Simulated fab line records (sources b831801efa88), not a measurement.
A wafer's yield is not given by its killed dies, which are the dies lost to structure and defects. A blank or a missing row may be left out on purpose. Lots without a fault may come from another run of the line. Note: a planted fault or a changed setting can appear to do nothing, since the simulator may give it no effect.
Matching of chambers + flow gf180mcu + cmp-02 running GF_V3_CMP_26: 4 sister chambers
The step polishes, stops on SiO2, t overpolish 15 s, target thk 0 nm. 7 wafers are shown with their chamber, then 7 later ones without.

== WAFERS WITH THEIR CHAMBER ==
| wafer  | chamber | motor current A (A) | time to endpoint s (s) |
|--------|---------|---------------------|------------------------|
| L989.6 | 0       | 12.7                | 82                     |
| L991.5 | 1       | 12.3                | 88                     |
| L994.2 | 2       | 10.6                | 82                     |
| L994.4 | 3       | 11.6                | 84                     |
| L994.5 | 0       | 12.4                | 87                     |
| L995.1 | 2       | 10.8                | 80                     |
| L995.3 | 1       | 12.6                | 86                     |

== WAFERS WITHOUT THEIR CHAMBER ==
| wafer  | motor current A (A) | time to endpoint s (s) |
|--------|---------------------|------------------------|
| L995.6 | 12.7                | 90                     |
| L996.1 | 12.5                | 84                     |
| L996.2 | 11.3                | 81                     |
| L996.3 | 10.7                | 75                     |
| L998.2 | 11.4                | 79                     |
| L998.3 | 10.5                | 78                     |
| L998.5 | 11.3                | 82                     |

== CHAMBER TAKEN BY EACH ==
| wafer  | from the rows above     | in truth |
|--------|-------------------------|----------|
| L995.6 | can't be placed: 1 or 0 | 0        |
| L996.1 | can't be placed: 0 or 1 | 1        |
| L996.2 | can't be placed: 3 or 2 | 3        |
| L996.3 | 2                       | 2        |
| L998.2 | can't be placed: 3 or 2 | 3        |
| L998.3 | 2                       | 2        |
| L998.5 | can't be placed: 3 or 2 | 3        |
Correct placement for 2 of the 7. Not placeable from these rows: 5 (in 5, the candidates include the true chamber). Placed wrongly: 0.
How it was worked out, from the rows above alone: a wafer's distance from a chamber is the root of the sum, over the readings, of the square of ((its reading less the chamber's mean) divided by the reading's scatter). If the next closest chamber is less than 2 further off than the closest, the wafer can't be placed; otherwise it belongs to the closest. A chamber's mean is the mean of its shown wafers. The scatter is the square root of a quotient: the sum, over the shown wafers, of each reading's squared deviation from its chamber's mean, divided by wafers minus chambers.
